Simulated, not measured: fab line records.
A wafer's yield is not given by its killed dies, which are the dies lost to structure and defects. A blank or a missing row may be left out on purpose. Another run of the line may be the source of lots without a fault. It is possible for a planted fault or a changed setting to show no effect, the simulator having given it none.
fab line records	flow sky130
[record] lots = 11	wafers = 33	last-day = 50
route steps=708 shown LDD_HVN@276 SD_P@330 SD_N@351 PAD_OPEN@708
lots that met no fault: taken from a fault-free run of the same line
start-h: start of the lot's first displayed wafer, in hours after the record's first day	wait-h: hours since the lot's step before	" same as the row above	L1.1+2: several wafers, shown together as one row	- no value, or no start given	* or withheld: withheld	< > ~ a bound
route shown NAME@n: NAME is a module with steps in the file, n the number in the route of the first one	usual: mean/standard deviation of fault-free wafers	same: alike in all rows	chamber/n: place in a boat	sites: readings site by site	_std_site: how widely they spread, as a standard deviation	_edge_site: mean of outer sites minus mean of inner sites	radius-mm: for every site, how far away it sits from the centre of the wafer	mask NAME#n: copy n	behind: the last tool/chamber to shape the wafer	hold: what put the lot on hold/how long, in hours/how the hold closed	device: the n, p or np transistor that did not switch	end of line: the same wafers' tests at the end of the route	a step given without rows: its recipe and nothing more	killed: not the wafer's yield, but the dies lost to structure and defects at the first sort	map: the dies of a wafer, with x for killed, . for not killed, _ for no die there
set.NAME: setting as actually run; set.NAME@STEP: the setting as run at that earlier step	model.NAME: the simulator's own value behind a step, which no gauge read
one table for each step of the route and one row for each wafer, over a sample of lots
services: the hour from which a tool's chamber was out of use, counted from the record's first day as start-h (under 0 if before that day), plus the number of hours and why
[[steps]]
[step SKY_LDD_HVN_STRIP_09]
[recipe] chemistry = O2/N2	power-w = 1400	pressure-mtorr = 1500	platen-temp-c = withheld	o2-flow-sccm = 3000	n2-flow-sccm = 300	overash-fraction = 0.5
[usual] drypump-motor-current-A = 5.77/0.19	oes-product-au = 0.408/0.0044	strip-time-to-endpoint-s = 4.137/0.013
lot.wafer	tool	chamber	start-h	wait-h	drypump-motor-current-A	oes-product-au	rf-hours-counter-h	strip-time-to-endpoint-s
L235.2	plasma-asher-04	1	465.82	0.1	5.80	0.410	3	4.135
L235.3	"	0	"	"	5.68	0.412	-	4.130
L235.4	"	1	"	"	5.78	0.412	-	4.130
L238.1	plasma-asher-03	0	522.23	0.1	6.05	0.406	38	4.146
L238.5	"	1	"	"	5.56	0.409	-	4.122
L238.6	"	0	"	"	6.04	0.414	-	4.107
L239.3	plasma-asher-03	0	533.11	0.1	6.03	0.400	-	4.112
L239.5	"	1	"	"	5.53	0.406	-	4.142
L239.6	"	0	"	"	6.06	0.411	-	4.134
L240.4	plasma-asher-02	1	541.65	0.1	5.91	0.405	-	4.142
L240.5	"	1	"	"	5.87	0.406	-	4.141
L240.6	"	0	"	"	5.50	0.409	-	4.140
L246.3	plasma-asher-03	1	577.50	0.1	5.56	0.405	-	4.116
L246.5	"	0	"	"	6.05	0.414	-	4.151
L246.6	"	1	"	"	5.57	0.407	-	4.135
L251.1	plasma-asher-02	0	617.38	0.1	5.57	0.408	82	4.143
L251.4	"	0	"	"	5.55	0.410	-	4.135
L251.5	"	1	"	"	5.92	0.410	-	4.151
L252.1	plasma-asher-04	1	620.53	0.1	5.81	0.414	19	4.152
L252.3	"	1	"	"	5.79	0.410	-	4.158
L252.4	"	0	"	"	5.71	0.409	-	4.151
L253.1	plasma-asher-03	1	635.22	0.1	5.58	0.407	48	4.145
L253.2	"	0	"	"	6.05	0.396	48	4.118
L253.6	"	0	"	"	6.07	0.413	-	4.116
L256.1	plasma-asher-02	0	653.13	0.1	5.52	0.414	86	4.124
L256.5	"	0	"	"	5.54	0.403	-	4.122
L256.6	"	1	"	"	5.91	0.402	-	4.124
L255.1	plasma-asher-04	0	653.43	0.1	5.71	0.410	22	4.135
L255.3	"	0	"	"	5.74	0.406	-	4.158
L255.6	"	1	"	"	5.78	0.410	-	4.168
L257.2	plasma-asher-03	0	659.28	0.1	6.06	0.416	51	4.129
L257.5	"	0	"	"	6.04	0.412	-	4.135
L257.6	"	1	"	"	5.58	0.410	-	4.143
[step SKY_SD_P_STRIP_10]
[recipe] chemistry = O2/N2	power-w = 1400	pressure-mtorr = 1500	platen-temp-c = withheld	o2-flow-sccm = 3000	n2-flow-sccm = 300	overash-fraction = 0.5
[usual] drypump-motor-current-A = 5.75/0.17	oes-product-au = 0.618/0.0047	strip-time-to-endpoint-s = 17.46/0.039
lot.wafer	tool	chamber	start-h	wait-h	drypump-motor-current-A	oes-product-au	rf-hours-counter-h	strip-time-to-endpoint-s
L235.2	plasma-asher-03	1	595.04	0.1	5.57	0.622	44	17.49
L235.3	"	1	"	"	5.58	0.618	-	17.52
L235.4	"	0	"	"	6.05	0.622	-	17.48
L238.1	plasma-asher-03	0	642.29	0.1	6.06	0.611	49	17.49
L238.5	"	0	"	"	6.05	0.618	-	17.49
L238.6	"	1	"	"	5.56	0.631	-	17.47
L239.3	plasma-asher-03	0	653.18	0.1	6.05	0.608	-	17.45
L239.5	"	1	"	"	5.55	0.621	-	17.40
L239.6	"	0	"	"	6.03	0.613	-	17.47
L240.4	plasma-asher-02	1	663.07	0.1	5.91	0.611	-	17.47
L240.5	"	1	"	"	5.89	0.614	-	17.43
L240.6	"	0	"	"	5.53	0.618	-	17.48
L246.3	plasma-asher-02	0	697.72	0.1	5.53	0.617	-	17.47
L246.5	"	1	"	"	5.87	0.625	-	17.46
L246.6	"	0	"	"	5.53	0.612	-	17.46
L251.1	plasma-asher-04	0	732.59	0.1	5.68	0.621	30	17.39
L251.4	"	0	"	"	5.69	0.616	-	17.46
L251.5	"	0	"	"	5.73	0.624	-	17.48
L252.1	plasma-asher-02	0	735.45	0.1	5.56	0.620	94	17.53
L252.3	"	1	"	"	5.89	0.627	-	17.50
L252.4	"	0	"	"	5.55	0.616	-	17.53
L253.1	plasma-asher-02	1	749.45	0.1	5.91	0.620	95	17.48
L253.2	"	0	"	"	5.53	0.620	95	17.45
L253.6	"	1	"	"	5.87	0.620	-	17.44
L255.1	plasma-asher-02	1	771.19	0.1	5.88	0.614	97	17.46
L255.3	"	0	"	"	5.55	0.618	-	17.39
L255.6	"	0	"	"	5.56	0.624	-	17.45
L256.1	plasma-asher-04	1	771.44	0.1	5.85	0.609	34	17.48
L256.5	"	0	"	"	5.67	0.616	-	17.50
L256.6	"	1	"	"	5.84	0.623	-	17.48
L257.2	plasma-asher-04	0	772.09	0.1	5.70	0.616	34	17.41
L257.5	"	0	"	"	5.73	0.613	-	17.41
L257.6	"	1	"	"	5.80	0.618	-	17.40
[step SKY_SD_N_IMPLANT_09]
[recipe] species = As	energy-kev = 50	dose-cm2 = 4e+15	tilt-deg = 0
[usual] beam-on-s = 19.1/0.58	faraday-current-uA = 11520/340
lot.wafer	tool	chamber	start-h	wait-h	beam-on-s	faraday-current-uA
L235.2	implanter-01	0	653.09	0.0	19.6	11137
L235.3	"	0	"	"	20.4	10811
L235.4	"	0	"	"	20.0	10995
L238.1	implanter-01	0	699.06	0.0	19.6	11242
L238.5	"	0	"	"	19.0	11577
L238.6	"	0	"	"	19.2	11411
L239.3	implanter-04	0	709.86	0.1	18.6	11737
L239.5	"	0	"	"	18.0	12119
L239.6	"	0	"	"	18.5	11839
L240.4	implanter-02	0	719.07	0.1	19.6	11151
L240.5	"	0	"	"	18.8	11770
L240.6	"	0	"	"	19.4	11286
L246.3	implanter-02	0	753.76	0.1	19.2	11452
L246.5	"	0	"	"	18.9	11565
L246.6	"	0	"	"	18.5	11855
L251.1	implanter-01	0	787.49	0.0	15.2	14394
L251.4	"	0	"	"	14.8	14851
L251.5	"	0	"	"	15.2	14499
L252.1	implanter-01	0	790.76	0.0	14.6	15024
L252.3	"	0	"	"	15.1	14536
L252.4	"	0	"	"	15.2	14379
L253.1	implanter-04	0	804.19	0.0	18.4	11904
L253.2	"	0	"	"	18.7	11769
L253.6	"	0	"	"	18.6	11757
L255.1	implanter-02	0	823.80	0.0	18.6	11774
L255.3	"	0	"	"	18.8	11659
L255.6	"	0	"	"	18.6	11804
L256.1	implanter-02	0	824.10	0.2	19.1	11437
L256.5	"	0	"	"	18.6	11830
L256.6	"	0	"	"	18.6	11810
L257.2	implanter-02	0	824.52	0.0	18.9	11615
L257.5	"	0	"	"	19.2	11382
L257.6	"	0	"	"	19.3	11316
[step SKY_SD_N_STRIP_11]
[recipe] chemistry = O2/N2	power-w = 1400	pressure-mtorr = 1500	platen-temp-c = withheld	o2-flow-sccm = 3000	n2-flow-sccm = 300	overash-fraction = 0.5
[usual] drypump-motor-current-A = 5.76/0.12	oes-product-au = 0.527/0.0045	strip-time-to-endpoint-s = 22.55/0.044
lot.wafer	tool	chamber	start-h	wait-h	drypump-motor-current-A	oes-product-au	rf-hours-counter-h	strip-time-to-endpoint-s
L235.2	plasma-asher-01	1	653.36	0.1	5.78	0.531	94	22.54
L235.3	"	1	"	"	5.78	0.531	-	22.56
L235.4	"	0	"	"	5.84	0.536	-	22.54
L238.1	plasma-asher-02	0	699.36	0.1	5.56	0.517	90	22.56
L238.5	"	0	"	"	5.54	0.528	-	22.58
L238.6	"	1	"	"	5.89	0.530	-	22.56
L239.3	plasma-asher-01	0	710.40	0.2	5.82	0.525	-	22.52
L239.5	"	0	"	"	5.82	0.526	-	22.50
L239.6	"	1	"	"	5.75	0.520	-	22.48
L240.4	plasma-asher-04	1	719.33	0.1	5.81	0.524	-	22.57
L240.5	"	1	"	"	5.82	0.532	-	22.54
L240.6	"	0	"	"	5.70	0.528	-	22.58
L246.3	plasma-asher-04	0	754.05	0.1	5.72	0.523	-	22.54
L246.5	"	1	"	"	5.82	0.528	-	22.56
L246.6	"	0	"	"	5.70	0.531	-	22.56
L251.1	plasma-asher-02	1	787.79	0.1	5.87	0.545	99	21.54
L251.4	"	0	"	"	5.52	0.542	-	21.51
L251.5	"	0	"	"	5.54	0.536	-	21.52
L252.1	plasma-asher-01	1	791.06	0.1	5.77	0.538	5	21.60
L252.3	"	0	"	"	5.82	0.540	-	21.61
L252.4	"	1	"	"	5.77	0.533	-	21.60
L253.1	plasma-asher-02	0	804.49	0.1	5.54	0.531	101	22.57
L253.2	"	1	"	"	5.93	0.535	101	22.51
L253.6	"	1	"	"	5.94	0.531	-	22.55
L255.1	plasma-asher-04	0	824.10	0.1	5.67	0.530	39	22.49
L255.3	"	1	"	"	5.80	0.532	-	22.49
L255.6	"	1	"	"	5.77	0.532	-	22.47
L256.1	plasma-asher-04	1	824.40	0.1	5.82	0.526	39	22.56
L256.5	"	1	"	"	5.82	0.530	-	22.59
L256.6	"	0	"	"	5.72	0.517	-	22.56
L257.2	plasma-asher-02	0	824.79	0.1	5.56	0.526	103	22.63
L257.5	"	0	"	"	5.56	0.519	-	22.65
L257.6	"	1	"	"	5.92	0.527	-	22.66
[step SKY_SD_N_RS_MEAS_16]
[recipe] thk-meas-gauge = four-point-probe
[usual] SD_N_RS = 68.51/0.1
lot.wafer	tool	chamber	start-h	wait-h	SD_N_RS[ohm/sq]
L235.2	film-metro-04	-	653.77	0.1	68.51
L235.3	"	-	"	"	68.53
L235.4	"	-	"	"	68.35
L238.1	film-metro-02	-	699.75	0.1	68.55
L238.5	"	-	"	"	68.49
L238.6	"	-	"	"	68.38
L239.3	film-metro-04	-	710.79	0.1	68.46
L239.5	"	-	"	"	68.45
L239.6	"	-	"	"	68.34
L240.4	film-metro-03	-	719.74	0.1	68.40
L240.5	"	-	"	"	68.54
L240.6	"	-	"	"	68.58
L246.3	film-metro-04	-	754.44	0.1	68.36
L246.5	"	-	"	"	68.52
L246.6	"	-	"	"	68.43
L251.1	film-metro-04	-	788.18	0.1	71.03
L251.4	"	-	"	"	70.97
L251.5	"	-	"	"	70.94
L252.1	film-metro-02	-	791.45	0.1	70.89
L252.3	"	-	"	"	70.89
L252.4	"	-	"	"	71.05
L253.1	film-metro-03	-	804.88	0.1	68.60
L253.2	"	-	"	"	68.63
L253.6	"	-	"	"	68.49
L255.1	film-metro-02	-	824.49	0.1	68.60
L255.3	"	-	"	"	68.58
L255.6	"	-	"	"	68.54
L256.1	film-metro-03	-	824.79	0.1	68.52
L256.5	"	-	"	"	68.49
L256.6	"	-	"	"	68.43
L257.2	film-metro-02	-	825.20	0.1	68.58
L257.5	"	-	"	"	68.50
L257.6	"	-	"	"	68.31
[step SKY_SD_N_RS_MEAS_17]
[recipe] thk-meas-gauge = four-point-probe
[usual] SD_P_RS = 147.8/0.35
lot.wafer	tool	chamber	start-h	wait-h	SD_P_RS[ohm/sq]
L235.2	film-metro-04	-	653.89	0.1	147.7
L235.3	"	-	"	"	147.6
L235.4	"	-	"	"	147.7
L238.1	film-metro-02	-	699.87	0.1	148.3
L238.5	"	-	"	"	148.0
L238.6	"	-	"	"	147.8
L239.3	film-metro-04	-	710.91	0.1	147.3
L239.5	"	-	"	"	147.6
L239.6	"	-	"	"	147.7
L240.4	film-metro-03	-	719.86	0.1	148.1
L240.5	"	-	"	"	147.6
L240.6	"	-	"	"	147.9
L246.3	film-metro-04	-	754.56	0.1	147.6
L246.5	"	-	"	"	147.0
L246.6	"	-	"	"	147.2
L251.1	film-metro-04	-	788.30	0.1	147.8
L251.4	"	-	"	"	148.4
L251.5	"	-	"	"	147.8
L252.1	film-metro-02	-	791.57	0.1	147.8
L252.3	"	-	"	"	147.6
L252.4	"	-	"	"	148.0
L253.1	film-metro-03	-	805.00	0.1	148.1
L253.2	"	-	"	"	147.9
L253.6	"	-	"	"	148.3
L255.1	film-metro-02	-	824.61	0.1	148.1
L255.3	"	-	"	"	148.1
L255.6	"	-	"	"	147.7
L256.1	film-metro-03	-	824.91	0.1	147.7
L256.5	"	-	"	"	148.0
L256.6	"	-	"	"	147.6
L257.2	film-metro-02	-	825.32	0.1	147.8
L257.5	"	-	"	"	148.1
L257.6	"	-	"	"	148.2
[step SKY_PAD_OPEN_PROBE_99]
[usual] killed_at_M0_to_M3 = 43/6.9	killed_at_M4_up = 3.0/1.8	killed-at-contacts = 24/4.8	killed-at-front-end = 15/4.5	killed-at-other = 0.4/0.67	killed-dies = 86/9.2	killed-open = 46/6.9	killed-short = 39/6
[same] gross-dies = 492	killed-at-back-side = 0
lot.wafer	tool	chamber	start-h	wait-h	killed_at_M0_to_M3	killed_at_M4_up	killed-at-contacts	killed-at-front-end	killed-at-other	killed-dies	killed-open	killed-short
L235.2	prober-01	-	1079.73	0.1	40	4	26	13	0	83	49	34
L235.3	prober-01	-	1079.78	0.2	57	6	20	15	0	98	49	49
L235.4	prober-01	-	1079.83	0.2	39	3	22	18	0	82	33	49
// killed by level:class
L235.2 VIA1:geometric-particle:open=9 CONTACT:geometric-particle:open=8 LI_CONTACT:geometric-particle:open=7 VIA2:geometric-particle:open=7 LOCAL_INTERCONNECT:geometric-particle:short=6 VIA3:geometric-particle:open=5 VIA1:geometric-particle:short=4 METAL2:geometric-particle:short=4
L235.3 VIA1:geometric-particle:open=14 VIA3:geometric-particle:open=9 VIA1:geometric-particle:short=8 LI_CONTACT:geometric-particle:open=7 METAL2:geometric-particle:short=7 METAL4:geometric-particle:short=6 POLY_GATE:geometric-particle:open=5 METAL1:geometric-particle:short=5
L235.4 VIA1:geometric-particle:open=10 LOCAL_INTERCONNECT:geometric-particle:short=7 METAL2:geometric-particle:short=6 VIA2:geometric-particle:open=5 CONTACT:geometric-particle:short=5 FIELD_ISO:geometric-particle:short=4 FIELD_ISO:geometric-particle:open=4 SPACER:geometric-particle:short=4
[[services]]
tool	chamber	start-h	hours	kind
implanter-01	-	466.44	9.1	repair
plasma-asher-01	-	467.58	2.9	repair
plasma-asher-01	-	472.70	2.8	repair
plasma-asher-04	-	486.86	2.8	pm
plasma-asher-01	-	511.13	0.3	repair
implanter-04	-	518.96	4.5	repair
plasma-asher-04	-	519.20	4.3	repair
plasma-asher-01	-	542.79	3.3	repair
implanter-01	-	544.67	2.8	repair
plasma-asher-03	-	561.19	14.6	pm
implanter-02	-	613.87	17.7	pm
plasma-asher-01	-	615.14	4.3	pm
implanter-02	-	635.12	22.5	pm
plasma-asher-04	-	641.20	1.4	repair
plasma-asher-02	-	643.89	1.7	repair
implanter-02	-	671.83	2.1	repair
plasma-asher-01	-	716.09	1.6	repair
plasma-asher-01	-	733.75	9.0	pm
plasma-asher-01	-	740.57	1.8	repair
implanter-01	-	743.13	0.9	repair
implanter-01	-	774.54	2.8	repair
implanter-01	-	794.92	1.8	repair
plasma-asher-03	-	799.71	1.4	repair
implanter-01	-	820.02	27.7	pm
[[key]]
[first-sign] step = SKY_SD_N_IMPLANT_09	reading = faraday-current-uA	direction = up	sigmas = 9	usual = 11520	struck = 14614
[effect] step = SKY_SD_N_IMPLANT_09	reading = beam-on-s	direction = down	sigmas = 7	usual = 19.1	struck = 15.0
[effect] step = SKY_SD_N_STRIP_11	reading = strip-time-to-endpoint-s	direction = down	sigmas = 23	usual = *	struck = *
[effect] step = SKY_SD_N_RS_MEAS_16	reading = SD_N_RS	direction = up	sigmas = 24	usual = 68.51	struck = 70.96
met-at SKY_SD_N_IMPLANT_09
struck-lots L251,L252
tester-left-out L251,L252
not-acting-at SKY_LDD_HVN_STRIP_09,SKY_SD_P_STRIP_10,SKY_SD_N_RS_MEAS_17
onset-between 699.06 787.49
[fault] kind = process-parameter-drift	tool = implanter-01	chamber = -	onset-h = 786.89	steps = SKY_SD_N_IMPLANT_09	channel = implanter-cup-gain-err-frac	offset = 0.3	shape = step	end-h = 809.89
// tester-left-out: of these lots the tester's yield and bins aren't shown, on N5 and GAA mostly nor the transistor test; their killed dies are dies lost to structure and defects alone, not to doping, threshold or leakage, so they don't give the yield
